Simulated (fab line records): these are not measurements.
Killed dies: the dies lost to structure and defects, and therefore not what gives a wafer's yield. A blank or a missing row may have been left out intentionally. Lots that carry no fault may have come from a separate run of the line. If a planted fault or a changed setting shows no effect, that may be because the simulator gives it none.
fab line records + flow sky130
[record]
- lots = 6
- wafers = 18
- last_day = 50
route steps=708 shown NWELL@76 PWDE@84 VT_ADJUST_HVTP@85 PAD_OPEN@708
lots that met no fault: from a run of the same line without faults
start_h: the number of hours between the record's first day and the start of the first shown wafer of the lot + wait_h: time in hours since the lot's previous step + " the same as in the row above + L1.1+2: several wafers, shown together as one row + - no value present, or no start provided + * or withheld: withheld + < > ~ a bound
route shown NAME@n: NAME is a module with steps in the file, n the number in the route of the first one + usual: the fault-free wafers' mean and standard deviation + same: alike in all rows + chamber/n: place in a boat + sites: the reading at each site + _std_site: the standard deviation of these + _edge_site: inner sites' mean taken away from outer sites' mean + radius_mm: for every site, how far away it sits from the centre of the wafer + mask NAME#n: copy n + behind: tool/chamber where the wafer was last shaped + hold: the reason the lot was held/the length of the hold in hours/how it ended + device: the transistor (n, p or np) that didn't switch + end of line: the route-end tests of the same wafers + a step given without rows: its recipe and nothing more + killed: at the first sort, the dies lost to defects and structure; wafer yield is something else + map: dies across one wafer; x = killed, . = not, _ = none there
set.NAME: the setting as run; set.NAME@STEP: as run at that earlier step + model.NAME: the simulator's own value behind a step, which no gauge read
certain route steps with their lots: each step a table, each wafer a row
services: when a tool's chamber went out of use (start_h, in hours from the record's first day, below 0 if earlier), for how many hours, and the reason
[[steps]]
[step SKY_NWELL_OVL_MEAS_23]
[usual]
- NWELL_01_OVL = 0.0/1.4
| lot.wafer | tool       | chamber | start_h | wait_h | NWELL_01_OVL[nm] |
|-----------|------------|---------|---------|--------|------------------|
| L806.1    | overlay-01 | -       | 141.24  | -      | 1.1              |
| L806.5    | "          | -       | "       | "      | 1.4              |
| L806.6    | "          | -       | "       | "      | 0.9              |
| L810.1    | overlay-01 | -       | 162.28  | -      | 2.0              |
| L810.2    | "          | -       | "       | "      | 0.3              |
| L810.3    | "          | -       | "       | "      | 2.4              |
| L814.2    | overlay-01 | -       | 196.23  | -      | -0.6             |
| L814.5    | "          | -       | "       | "      | -0.3             |
| L814.6    | "          | -       | "       | "      | -2.4             |
| L818.1    | overlay-01 | -       | 219.99  | -      | 0.8              |
| L818.5    | "          | -       | "       | "      | -2.4             |
| L818.6    | "          | -       | "       | "      | -1.2             |
| L819.1    | overlay-01 | -       | 222.85  | -      | -1.0             |
| L819.3    | "          | -       | "       | "      | 0.2              |
| L819.4    | "          | -       | "       | "      | 2.0              |
| L821.1    | overlay-02 | -       | 236.08  | -      | -0.5             |
| L821.3    | "          | -       | "       | "      | -2.4             |
| L821.6    | "          | -       | "       | "      | -0.2             |
[step SKY_NWELL_IMPLANT_24]
[recipe]
- species = B
- energy_kev = 140
- dose_cm2 = 9.2e+12
- tilt_deg = withheld
[step SKY_NWELL_STRIP_25]
[recipe]
- chemistry = O2/N2
- power_w = 1400
- pressure_mtorr = 1500
- platen_temp_c = withheld
- o2_flow_sccm = 3000
- n2_flow_sccm = 300
- overash_fraction = 0.5
[usual]
- chamber_pressure_mTorr = 1499.9/1.4
- drypump_motor_current_A = 5.7/0.53
- oes_product_au = 0.722/0.0044
- strip_time_to_endpoint_s = 36.90/0.11
| lot.wafer | tool            | chamber | start_h | wait_h | chamber_pressure_mTorr | drypump_motor_current_A | oes_product_au | rf_hours_counter_h | strip_time_to_endpoint_s |
|-----------|-----------------|---------|---------|--------|------------------------|-------------------------|----------------|--------------------|--------------------------|
| L806.1    | plasma_asher-03 | 0       | 141.42  | 0.1    | 1501.1                 | 5.6                     | 0.718          | 2                  | 36.92                    |
| L806.5    | "               | 0       | "       | "      | 1499.1                 | 5.6                     | 0.721          | -                  | 36.85                    |
| L806.6    | "               | 1       | "       | "      | 1498.5                 | 5.1                     | 0.719          | -                  | 36.82                    |
| L810.1    | plasma_asher-02 | 1       | 162.46  | 0.1    | 1502.1                 | 6.3                     | 0.725          | 39                 | 36.97                    |
| L810.2    | "               | 0       | "       | "      | 1497.6                 | 5.3                     | 0.708          | 39                 | 36.82                    |
| L810.3    | "               | 1       | "       | "      | 1498.8                 | 6.3                     | 0.728          | -                  | 36.98                    |
| L814.2    | plasma_asher-04 | 1       | 196.41  | 0.1    | 1499.3                 | 6.4                     | 0.725          | 47                 | 36.96                    |
| L814.5    | "               | 0       | "       | "      | 1497.8                 | 5.3                     | 0.729          | -                  | 37.04                    |
| L814.6    | "               | 1       | "       | "      | 1501.5                 | 6.4                     | 0.723          | -                  | 36.92                    |
| L818.1    | plasma_asher-04 | 0       | 220.17  | 0.1    | 1502.1                 | 5.3                     | 0.730          | 49                 | 36.85                    |
| L818.5    | "               | 0       | "       | "      | 1499.8                 | 5.3                     | 0.719          | -                  | 36.90                    |
| L818.6    | "               | 1       | "       | "      | 1499.4                 | 6.5                     | 0.725          | -                  | 36.74                    |
| L819.1    | plasma_asher-03 | 0       | 223.04  | 0.1    | 1501.2                 | 5.6                     | 0.724          | 10                 | 36.91                    |
| L819.3    | "               | 0       | "       | "      | 1500.3                 | 5.6                     | 0.723          | -                  | 36.95                    |
| L819.4    | "               | 1       | "       | "      | 1500.1                 | 5.1                     | 0.724          | -                  | 36.85                    |
| L821.1    | plasma_asher-02 | 0       | 236.27  | 0.1    | 1499.3                 | 5.3                     | 0.722          | 46                 | 36.82                    |
| L821.3    | "               | 0       | "       | "      | 1500.3                 | 5.3                     | 0.716          | -                  | 36.77                    |
| L821.6    | "               | 0       | "       | "      | 1501.2                 | 5.3                     | 0.716          | -                  | 36.89                    |
[step SKY_NWELL_TW_MEAS_26]
[usual]
- NWELL_2_TW = 494/7.8
| lot.wafer | tool          | chamber | start_h | wait_h | NWELL_2_TW |
|-----------|---------------|---------|---------|--------|------------|
| L806.1    | film_metro-01 | -       | 141.52  | 0.1    | 482        |
| L806.5    | "             | -       | "       | "      | 484        |
| L806.6    | "             | -       | "       | "      | 483        |
| L810.1    | film_metro-04 | -       | 162.56  | 0.1    | 497        |
| L810.2    | "             | -       | "       | "      | 497        |
| L810.3    | "             | -       | "       | "      | 496        |
| L814.2    | film_metro-04 | -       | 196.52  | 0.1    | 498        |
| L814.5    | "             | -       | "       | "      | 499        |
| L814.6    | "             | -       | "       | "      | 497        |
| L818.1    | film_metro-01 | -       | 220.27  | 0.1    | 484        |
| L818.5    | "             | -       | "       | "      | 483        |
| L818.6    | "             | -       | "       | "      | 484        |
| L819.1    | film_metro-04 | -       | 223.14  | 0.1    | 497        |
| L819.3    | "             | -       | "       | "      | 497        |
| L819.4    | "             | -       | "       | "      | 498        |
| L821.1    | film_metro-04 | -       | 236.37  | 0.1    | 497        |
| L821.3    | "             | -       | "       | "      | 495        |
| L821.6    | "             | -       | "       | "      | 496        |
[step SKY_NWELL_CLEAN_27]
[recipe]
- chemistry = SC1/SC2
- mix = 1:4:20
- temp_c = 70
- time_s = 150
- dry = n2_spin
[step SKY_NWELL_RTA_28]
[recipe]
- temp_c = 1050
- time_s = 30
- idle_temp_c = 650
- ramp_up_c_per_s = 150
- ramp_down_c_per_s = 90
- ambient = N2
[usual]
- anneal_temp_c_max = 1056/3.5
- lamp_power_pct = 25.30/0.055
- wafer_temp_C_max = 1054.8/0.93
| lot.wafer | tool          | chamber | start_h | wait_h | anneal_temp_c_max | lamp_power_pct | wafer_temp_C_max |
|-----------|---------------|---------|---------|--------|-------------------|----------------|------------------|
| L806.1    | rtp_anneal-02 | 0       | 141.69  | 0.0    | 1054              | 25.29          | 1053.9           |
| L806.5    | "             | 0       | "       | "      | 1052              | 25.20          | 1054.2           |
| L806.6    | "             | 0       | "       | "      | 1053              | 25.37          | 1054.6           |
| L810.1    | rtp_anneal-01 | 0       | 162.67  | 0.0    | 1061              | 25.23          | 1057.1           |
| L810.2    | "             | 0       | "       | "      | 1060              | 25.36          | 1054.6           |
| L810.3    | "             | 0       | "       | "      | 1062              | 25.35          | 1054.0           |
| L814.2    | rtp_anneal-01 | 0       | 196.64  | 0.0    | 1059              | 25.32          | 1055.1           |
| L814.5    | "             | 0       | "       | "      | 1058              | 25.30          | 1055.6           |
| L814.6    | "             | 0       | "       | "      | 1060              | 25.23          | 1056.1           |
| L818.1    | rtp_anneal-01 | 0       | 220.39  | 0.0    | 1062              | 25.29          | 1054.0           |
| L818.5    | "             | 0       | "       | "      | 1060              | 25.22          | 1056.4           |
| L818.6    | "             | 0       | "       | "      | 1062              | 25.25          | 1053.9           |
| L819.1    | rtp_anneal-02 | 0       | 223.25  | 0.0    | 1053              | 25.30          | 1053.9           |
| L819.3    | "             | 0       | "       | "      | 1053              | 25.25          | 1055.2           |
| L819.4    | "             | 0       | "       | "      | 1053              | 25.27          | 1054.9           |
| L821.1    | rtp_anneal-01 | 0       | 236.48  | 0.0    | 1057              | 25.31          | 1054.4           |
| L821.3    | "             | 0       | "       | "      | 1061              | 25.32          | 1054.4           |
| L821.6    | "             | 0       | "       | "      | 1058              | 25.29          | 1053.8           |
[step SKY_NWELL_RS_MEAS_29]
[recipe]
- thk_meas_gauge = four-point-probe
[usual]
- NWELL_RS = 624.2/1.8
| lot.wafer | tool          | chamber | start_h | wait_h | NWELL_RS[ohm/sq] |
|-----------|---------------|---------|---------|--------|------------------|
| L806.1    | film_metro-03 | -       | 141.79  | 0.1    | 623.7            |
| L806.5    | "             | -       | "       | "      | 623.5            |
| L806.6    | "             | -       | "       | "      | 623.4            |
| L810.1    | film_metro-01 | -       | 162.77  | 0.1    | 627.0            |
| L810.2    | "             | -       | "       | "      | 625.8            |
| L810.3    | "             | -       | "       | "      | 627.0            |
| L814.2    | film_metro-01 | -       | 196.74  | 0.1    | 624.0            |
| L814.5    | "             | -       | "       | "      | 624.5            |
| L814.6    | "             | -       | "       | "      | 625.7            |
| L818.1    | film_metro-04 | -       | 220.49  | 0.1    | 621.5            |
| L818.5    | "             | -       | "       | "      | 620.3            |
| L818.6    | "             | -       | "       | "      | 621.2            |
| L819.1    | film_metro-04 | -       | 223.35  | 0.1    | 623.6            |
| L819.3    | "             | -       | "       | "      | 622.8            |
| L819.4    | "             | -       | "       | "      | 623.0            |
| L821.1    | film_metro-03 | -       | 236.58  | 0.1    | 621.5            |
| L821.3    | "             | -       | "       | "      | 623.9            |
| L821.6    | "             | -       | "       | "      | 622.4            |
[step SKY_NWELL_RS_MEAS_31]
[recipe]
- thk_meas_gauge = four-point-probe
[usual]
- PWDE_RS = 5275/21
| lot.wafer | tool          | chamber | start_h | wait_h | PWDE_RS[ohm/sq] |
|-----------|---------------|---------|---------|--------|-----------------|
| L806.1    | film_metro-03 | -       | 142.03  | 0.1    | 5251            |
| L806.5    | "             | -       | "       | "      | 5255            |
| L806.6    | "             | -       | "       | "      | 5267            |
| L810.1    | film_metro-01 | -       | 163.01  | 0.1    | 5277            |
| L810.2    | "             | -       | "       | "      | 5277            |
| L810.3    | "             | -       | "       | "      | 5284            |
| L814.2    | film_metro-01 | -       | 196.98  | 0.1    | 5286            |
| L814.5    | "             | -       | "       | "      | 5280            |
| L814.6    | "             | -       | "       | "      | 5285            |
| L818.1    | film_metro-04 | -       | 220.73  | 0.1    | 5298            |
| L818.5    | "             | -       | "       | "      | 5300            |
| L818.6    | "             | -       | "       | "      | 5300            |
| L819.1    | film_metro-04 | -       | 223.59  | 0.1    | 5244            |
| L819.3    | "             | -       | "       | "      | 5274            |
| L819.4    | "             | -       | "       | "      | 5260            |
| L821.1    | film_metro-03 | -       | 236.82  | 0.1    | 5291            |
| L821.3    | "             | -       | "       | "      | 5276            |
| L821.6    | "             | -       | "       | "      | 5293            |
[step SKY_VT_ADJUST_HVTP_DEHYDRATE_00]
[recipe]
- temp_c = 200
- time_s = 60
[step SKY_VT_ADJUST_HVTP_HMDS_01]
[recipe]
- prime_time_s = 60
- prime_temp_c = 120
[step SKY_VT_ADJUST_HVTP_COAT_02]
[recipe]
- resist = NOVOLAK
- spin_rpm = 3000
- resist_thk_nm = 1140
[step SKY_VT_ADJUST_HVTP_SOFTBAKE_03]
[recipe]
- temp_c = 90
- time_s = 60
- resist = NOVOLAK
[usual]
- heater_power_total_W = 56.59/0.048
- run_length_s = 89.3/0.33
| lot.wafer | tool           | chamber | start_h | wait_h | heater_power_total_W | run_length_s |
|-----------|----------------|---------|---------|--------|----------------------|--------------|
| L806.1    | litho_track-02 | 0       | 151.78  | 0.1    | 56.56                | 89.0         |
| L806.5    | "              | 0       | "       | "      | 56.53                | 88.8         |
| L806.6    | "              | 0       | "       | "      | 56.69                | 89.0         |
| L810.1    | litho_track-02 | 0       | 172.93  | 0.1    | 57.85                | 85.4         |
| L810.2    | "              | 0       | "       | "      | 57.88                | 85.5         |
| L810.3    | "              | 0       | "       | "      | 57.83                | 85.7         |
| L814.2    | litho_track-02 | 0       | 207.40  | 0.1    | 57.73                | 85.7         |
| L814.5    | "              | 0       | "       | "      | 57.88                | 85.4         |
| L814.6    | "              | 0       | "       | "      | 57.88                | 85.6         |
| L818.1    | litho_track-04 | 0       | 231.73  | 0.1    | 56.61                | 89.1         |
| L818.5    | "              | 0       | "       | "      | 56.47                | 88.9         |
| L818.6    | "              | 0       | "       | "      | 56.64                | 89.0         |
| L819.1    | litho_track-04 | 0       | 235.23  | 0.1    | 56.55                | 89.0         |
| L819.3    | "              | 0       | "       | "      | 56.64                | 88.9         |
| L819.4    | "              | 0       | "       | "      | 56.59                | 89.1         |
| L821.1    | litho_track-03 | 0       | 247.97  | 0.1    | 56.62                | 89.6         |
| L821.3    | "              | 0       | "       | "      | 56.58                | 89.7         |
| L821.6    | "              | 0       | "       | "      | 56.60                | 89.4         |
[step SKY_VT_ADJUST_HVTP_EXPOSE_04]
[recipe]
- mask_id = HVTPM
- na = 0.6
- source_shape = conventional
- sigma_outer = 0.6
- polarization = unpolarized
- target_cd_nm = 380
- dose_mj = 140
[step SKY_PAD_OPEN_PROBE_99]
[usual]
- killed_at_M0_to_M3 = 43/7.1
- killed_at_M4_up = 3.2/1.7
- killed_at_contacts = 24/5.6
- killed_at_front_end = 16/5
- killed_at_other = 0.4/0.68
- killed_dies = 86/9.3
- killed_open = 47/7.1
- killed_short = 39/5.7
[same]
- gross_dies = 492
- killed_at_back_side = 0
| lot.wafer | tool      | chamber | start_h | wait_h | killed_at_M0_to_M3 | killed_at_M4_up | killed_at_contacts | killed_at_front_end | killed_at_other | killed_dies | killed_open | killed_short |
|-----------|-----------|---------|---------|--------|--------------------|-----------------|--------------------|---------------------|-----------------|-------------|-------------|--------------|
| L806.1    | prober-01 | -       | 1116.85 | 0.1    | 48                 | 5               | 22                 | 12                  | 0               | 87          | 46          | 41           |
| L806.5    | prober-01 | -       | 1117.05 | 0.2    | 56                 | 3               | 25                 | 23                  | 0               | 107         | 57          | 50           |
| L806.6    | prober-01 | -       | 1117.10 | 0.2    | 44                 | 1               | 20                 | 15                  | 0               | 80          | 47          | 33           |
| L810.1    | prober-01 | -       | 1139.91 | 0.1    | 38                 | 3               | 27                 | 17                  | 0               | 85          | 42          | 43           |
| L810.2    | prober-01 | -       | 1139.96 | 0.1    | 44                 | 4               | 14                 | 15                  | 1               | 78          | 47          | 31           |
| L810.3    | prober-01 | -       | 1140.01 | 0.2    | 42                 | 3               | 26                 | 11                  | 1               | 83          | 41          | 42           |
| L814.2    | prober-01 | -       | 1167.43 | 0.1    | 69                 | 3               | 20                 | 12                  | 0               | 104         | 54          | 50           |
| L814.5    | prober-01 | -       | 1167.58 | 0.2    | 39                 | 4               | 24                 | 14                  | 0               | 81          | 42          | 38           |
| L814.6    | prober-01 | -       | 1167.63 | 0.2    | 42                 | 4               | 24                 | 15                  | 3               | 88          | 39          | 46           |
| L819.1    | prober-02 | -       | 1182.11 | 0.1    | 51                 | 3               | 24                 | 21                  | 0               | 99          | 46          | 53           |
| L819.3    | prober-02 | -       | 1182.21 | 0.2    | 46                 | 3               | 20                 | 13                  | 0               | 82          | 51          | 30           |
| L819.4    | prober-02 | -       | 1182.26 | 0.2    | 57                 | 6               | 21                 | 26                  | 1               | 111         | 68          | 43           |
// killed by level:class
L806.1 LI_CONTACT:geometric_particle:open=11 METAL2:geometric_particle:short=8 METAL1:geometric_particle:short=8 VIA1:geometric_particle:short=8 VIA1:geometric_particle:open=8 CONTACT:geometric_particle:open=7 VIA2:geometric_particle:open=5 FIELD_ISO:geometric_particle:short=4
L806.5 VIA1:geometric_particle:open=13 METAL1:geometric_particle:short=11 FIELD_ISO:geometric_particle:open=10 VIA1:geometric_particle:short=10 LI_CONTACT:geometric_particle:open=9 CONTACT:geometric_particle:open=6 VIA3:geometric_particle:open=5 VIA2:geometric_particle:open=5
L806.6 VIA1:geometric_particle:open=10 CONTACT:geometric_particle:open=8 VIA3:geometric_particle:open=7 LI_CONTACT:geometric_particle:open=6 VIA1:geometric_particle:short=6 FIELD_ISO:geometric_particle:open=5 FIELD_ISO:geometric_particle:short=5 VIA2:geometric_particle:open=5
L810.1 LI_CONTACT:geometric_particle:open=8 CONTACT:geometric_particle:open=7 METAL2:geometric_particle:short=6 CONTACT:geometric_particle:short=6 VIA1:geometric_particle:open=6 VIA2:geometric_particle:open=6 FIELD_ISO:geometric_particle:open=5 FIELD_ISO:geometric_particle:short=4
L810.2 VIA1:geometric_particle:open=14 VIA1:geometric_particle:short=6 POLY_GATE:geometric_particle:open=5 LI_CONTACT:geometric_particle:open=5 METAL2:geometric_particle:open=5 VIA2:geometric_particle:open=4 METAL1:geometric_particle:short=4 CONTACT:geometric_particle:short=3
L810.3 VIA1:geometric_particle:open=12 CONTACT:geometric_particle:short=8 CONTACT:geometric_particle:open=7 METAL1:geometric_particle:short=6 VIA1:geometric_particle:short=5 FIELD_ISO:geometric_particle:short=4 LI_CONTACT:geometric_particle:short=4 LOCAL_INTERCONNECT:geometric_particle:short=4
L814.2 VIA1:geometric_particle:open=17 METAL1:geometric_particle:short=9 VIA2:geometric_particle:open=8 VIA2:geometric_particle:short=7 VIA1:geometric_particle:short=7 LI_CONTACT:geometric_particle:open=6 CONTACT:geometric_particle:short=5 METAL2:geometric_particle:short=5
L814.5 VIA1:geometric_particle:open=9 CONTACT:geometric_particle:open=9 VIA1:geometric_particle:short=8 METAL1:geometric_particle:short=7 CONTACT:geometric_particle:short=6 FIELD_ISO:geometric_particle:open=5 FIELD_ISO:geometric_particle:short=5 LI_CONTACT:geometric_particle:open=5
L814.6 VIA1:geometric_particle:open=9 CONTACT:geometric_particle:open=8 POLY_GATE:geometric_particle:short=6 METAL1:geometric_particle:short=6 VIA1:geometric_particle:short=5 METAL3:geometric_particle:short=5 CONTACT:geometric_particle:short=4 LI_CONTACT:geometric_particle:open=4
L819.1 CONTACT:geometric_particle:open=12 VIA1:geometric_particle:open=12 FIELD_ISO:geometric_particle:short=7 METAL1:geometric_particle:short=6 VIA2:geometric_particle:open=6 METAL2:geometric_particle:short=6 VIA2:geometric_particle:short=6 VIA3:geometric_particle:short=5
L819.3 VIA1:geometric_particle:open=12 VIA2:geometric_particle:open=8 CONTACT:geometric_particle:open=8 POLY_GATE:geometric_particle:open=6 LI_CONTACT:geometric_particle:open=6 METAL2:geometric_particle:short=5 METAL3:geometric_particle:short=5 VIA2:geometric_particle:short=4
L819.4 VIA1:geometric_particle:open=24 VIA2:geometric_particle:open=10 POLY_GATE:geometric_particle:open=8 VIA1:geometric_particle:short=7 FIELD_ISO:geometric_particle:open=6 CONTACT:geometric_particle:open=6 CONTACT:geometric_particle:short=6 METAL2:geometric_particle:short=5
[[services]]
| tool            | chamber | start_h | hours | kind   |
|-----------------|---------|---------|-------|--------|
| plasma_asher-03 | 0       | 117.84  | -     | clean  |
| plasma_asher-03 | 1       | 117.84  | -     | clean  |
| plasma_asher-02 | -       | 246.71  | 0.5   | repair |
[[key]]
[first_sign]
- step = SKY_VT_ADJUST_HVTP_SOFTBAKE_03
- reading = heater_power_total_W
- direction = up
- sigmas = 26
- usual = *
- struck = *
[effect]
- step = SKY_VT_ADJUST_HVTP_SOFTBAKE_03
- reading = run_length_s
- direction = down
- sigmas = 11
- usual = *
- struck = *
met_at SKY_VT_ADJUST_HVTP_SOFTBAKE_03
struck_wafers L810.1,L810.2,L810.3,L814.2,L814.5,L814.6
tester_left_out L810,L814
onset_between 151.78 172.93
[fault]
- kind = process_parameter_drift
- tool = litho_track-02
- chamber = -
- onset_h = 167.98
- steps = SKY_VT_ADJUST_HVTP_SOFTBAKE_03
- channel = time_s
- offset = *
- shape = step
- end_h = 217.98
- acts_in = *
- stated = *
// tester_left_out: of these lots the tester's yield and bins aren't shown, on N5 and GAA mostly nor the transistor test; their killed dies are dies lost to structure and defects alone, not to doping, threshold or leakage, so they don't give the yield
